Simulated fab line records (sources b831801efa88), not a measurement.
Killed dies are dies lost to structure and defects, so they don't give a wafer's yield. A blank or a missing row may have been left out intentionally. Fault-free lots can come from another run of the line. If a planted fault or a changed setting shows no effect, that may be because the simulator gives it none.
Chamber matching :: flow gf180mcu :: GF_CONTACT_CVD_00 on hdpcvd-01 has 3 sister chambers
The step deposits SiO2, target thk 300 nm, time 50 s. 6 wafers are shown with their chamber, then 7 later ones without.

WAFERS PAIRED WITH THEIR CHAMBERS
wafer: L159.4
chamber: 1
sih4 flow sccm (sccm): 59.88

wafer: L173.6
chamber: 1
sih4 flow sccm (sccm): 59.93

wafer: L174.5
chamber: 0
sih4 flow sccm (sccm): 60.20

wafer: L174.6
chamber: 2
sih4 flow sccm (sccm): 60.20

wafer: L175.1
chamber: 0
sih4 flow sccm (sccm): 60.01

wafer: L175.4
chamber: 2
sih4 flow sccm (sccm): 59.97

WAFERS MISSING THEIR CHAMBER
wafer: L175.6
sih4 flow sccm (sccm): 60.13

wafer: L176.3
sih4 flow sccm (sccm): 59.82

wafer: L176.4
sih4 flow sccm (sccm): 60.01

wafer: L176.6
sih4 flow sccm (sccm): 60.10

wafer: L178.2
sih4 flow sccm (sccm): 60.02

wafer: L178.3
sih4 flow sccm (sccm): 59.81

wafer: L178.4
sih4 flow sccm (sccm): 60.23

EACH ONE'S CHAMBER
wafer: L175.6
from the rows above: can't be placed: 0 or 2 or 1
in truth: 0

wafer: L176.3
from the rows above: can't be placed: 1 or 2 or 0
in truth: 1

wafer: L176.4
from the rows above: can't be placed: 2 or 0 or 1
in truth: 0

wafer: L176.6
from the rows above: can't be placed: 0 or 2 or 1
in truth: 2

wafer: L178.2
from the rows above: can't be placed: 2 or 0 or 1
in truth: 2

wafer: L178.3
from the rows above: can't be placed: 1 or 2 or 0
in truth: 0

wafer: L178.4
from the rows above: can't be placed: 0 or 2 or 1
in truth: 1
0 of 7 placed correctly. From these rows, 7 cannot be placed; in 7 the true chamber is one of the candidates. Number placed wrongly: 0.
How it was worked out, from the rows above alone: a wafer's distance from a chamber is the root of the sum, over the readings, of the square of ((its reading less the chamber's mean) divided by the reading's scatter). If the next closest chamber is less than 2 further off than the closest, the wafer can't be placed; otherwise it belongs to the closest. Each chamber's mean is taken over the wafers shown for it. The scatter: the root of (the sum of the squares of (reading less its chamber's mean) over the shown wafers, divided by (wafers less chambers)).
